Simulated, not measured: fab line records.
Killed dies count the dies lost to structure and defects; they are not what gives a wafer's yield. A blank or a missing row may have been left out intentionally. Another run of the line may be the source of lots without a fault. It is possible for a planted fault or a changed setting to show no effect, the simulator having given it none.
The tool behind it: which one? -- flow sky130 -- at 1 step of a route of 708, 12 lots with 36 wafers sampled

WHAT THE GAUGES SHOWED, per wafer
SKY_VT_ADJUST_LVTN_OVL_MEAS_07.
lot,measured,on,VT_ADJUST_LVTN_OVL (nm)
L075,day 7 00:00,overlay-02,-1.5 -1.2 0.1
L077,day 7 15:25,overlay-02,-0.1 -1.0 -1.1
L079,day 8 02:39,overlay-02,-0.5 -1.1 -1.4
L081,day 8 20:54,overlay-01,1.1 1.1 0.3
L083,day 9 08:24,overlay-02,1.9 0.0 0.0
L085,day 9 22:44,overlay-02,0.3 0.9 0.9
L087,day 10 14:16,overlay-01,0.9 0.1 -0.9
L089,day 11 01:47,overlay-02,1.0 -0.4 0.2
L091,day 11 22:14,overlay-02,-0.5 1.6 1.6
L093,day 12 08:14,overlay-02,0.9 1.1 2.8
L095,day 13 03:24,overlay-01,-0.8 -0.6 0.7
L097,day 13 12:47,overlay-01,-0.7 -0.9 -0.2

WHICH TOOL RAN EACH LOT (tool, then ch and the chambers of the sampled wafers, then the start)
The record holds no process step before these readings.

THE ANSWER, worked out from the rows above alone
Rule: the lots themselves supply what counts as usual. The widest of any qualifying gaps counts: lots, ordered by their means at a reading, are off when they make up no more than a third of the lots, leave a main group of 4 or more, and stand apart from it by 3 or more times the standard deviation of that group's means. Not used: any main group whose means are identical at the precision the tables above print for the reading. A lot without any number at a reading at which 4 lots or more have one is off too. Any other lot the step has rows for is counted as sound.
No lot is off at any reading shown: from this, nothing can be told.

WHAT WAS PUT IN BY THE SIMULATOR
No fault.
